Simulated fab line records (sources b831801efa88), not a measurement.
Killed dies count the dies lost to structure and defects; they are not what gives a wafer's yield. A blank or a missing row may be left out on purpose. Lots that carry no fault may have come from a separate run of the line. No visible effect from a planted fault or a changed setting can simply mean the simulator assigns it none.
What tool caused it?    flow sky130    12 lots, 36 wafers sampled, at 2 steps of a route of 708

== WHAT THE GAUGES READ, wafer by wafer ==
SKY_PWDE_TW_MEAS_10.
lot   measured     on            PWDE_TW
L075  day 4 00:13  filmMetro-04  366 369 368
L077  day 4 11:35  filmMetro-02  371 368 369
L079  day 5 06:16  filmMetro-03  381 380 380
L081  day 5 19:28  filmMetro-02  373 373 371
L083  day 6 05:05  filmMetro-03  379 378 378
L085  day 6 14:52  filmMetro-04  372 369 370
L087  day 6 21:28  filmMetro-03  383 380 381
L089  day 7 07:53  filmMetro-04  372 369 369
L091  day 7 18:46  filmMetro-03  380 382 380
L093  day 8 07:41  filmMetro-02  373 373 372
L095  day 8 18:02  filmMetro-03  380 381 380
L097  day 9 07:29  filmMetro-04  368 369 369

== WHAT TOOL EACH LOT RAN ON (gives the tool, then ch and the chambers of the sampled wafers, and finally the start) ==
lot   SKY_FIELD_ISO_ETCH_15
L075  rieDiel-01 ch 0,1,3, day 2 09:45
L077  rieDiel-02 ch 1,2, day 2 20:27
L079  rieDiel-02 ch 0,1,2, day 3 09:12
L081  rieDiel-02 ch 0,2,3, day 3 17:24
L083  rieDiel-03 ch 1,3, day 4 04:27
L085  rieDiel-03 ch 0,2,3, day 4 15:51
L087  rieDiel-03 ch 0,1, day 5 02:51
L089  rieDiel-03 ch 0,1,2, day 5 10:27
L091  rieDiel-02 ch 0,1,3, day 5 20:57
L093  rieDiel-03 ch 2,3, day 6 08:27
L095  rieDiel-03 ch 0,2,3, day 6 19:24
L097  rieDiel-03 ch 0,1,2, day 7 07:03
- SKY_FIELD_ISO_ETCH_15: etches the open film in CHF3/O2, stops on Si, target depth 180 nm, time 72 s.

== THE ANSWER, worked out from the rows above alone ==
Rule: the usual values come from the lots themselves. The widest of any qualifying gaps counts: lots, ordered by their means at a reading, are off when they make up no more than a third of the lots, leave a main group of 4 or more, and stand apart from it by 3 or more times the standard deviation of that group's means. The tables above print the reading to a certain number of digits; a main group whose means all agree to those digits is not used. Also off: a lot with no number at a reading for which 4 or more lots have one. The other lots that the step has rows for count as sound.
No lot is off at any reading shown: from this, nothing can be told.

== WHAT WAS PUT IN BY THE SIMULATOR ==
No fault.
